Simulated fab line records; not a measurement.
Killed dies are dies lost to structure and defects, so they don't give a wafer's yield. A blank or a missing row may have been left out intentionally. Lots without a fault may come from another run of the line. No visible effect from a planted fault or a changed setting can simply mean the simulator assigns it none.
Chamber matching    flow sky130    cmp-02 running SKY_LI_CONTACT_CMP_24: 4 sister chambers
The step polishes, stops on PSG, t overpolish 20 s, target thk 0 nm. 4 wafers are shown with their chamber, then 7 later ones without.

WAFERS PAIRED WITH THEIR CHAMBERS
wafer   chamber  motorCurrentA (A)
L078.4  0        10.4
L078.6  2        9.6
L080.1  3        8.9
L080.2  1        10.6

WAFERS WITH NO CHAMBER GIVEN
wafer   motorCurrentA (A)
L080.4  10.1
L084.4  10.8
L084.5  9.2
L084.6  9.5
L088.4  9.5
L088.5  9.4
L088.6  11.1

CHAMBER TAKEN BY EACH
wafer   from the rows above           in truth
L080.4  can't be placed: 0 or 1 or 2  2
L084.4  can't be placed: 1 or 0       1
L084.5  can't be placed: 3 or 2       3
L084.6  can't be placed: 2 or 3       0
L088.4  can't be placed: 2 or 3       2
L088.5  can't be placed: 2 or 3       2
L088.6  can't be placed: 1 or 0       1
Correctly placed: 0 of 7. Cannot be placed on the basis of these rows: 7; the candidates contain the true chamber in 6. Placed wrongly: 0.
How it was worked out, from the rows above alone: a wafer's distance from a chamber is the root of the sum, over the readings, of the square of ((its reading less the chamber's mean) divided by the reading's scatter). The wafer belongs to the nearest chamber; if the next one is less than 2 further off, it can't be placed. Each chamber's mean is taken over the wafers shown for it. The scatter (one wafer shown for each chamber): square how far every hidden wafer sits from the nearest shown wafer, average those squares and take the square root.
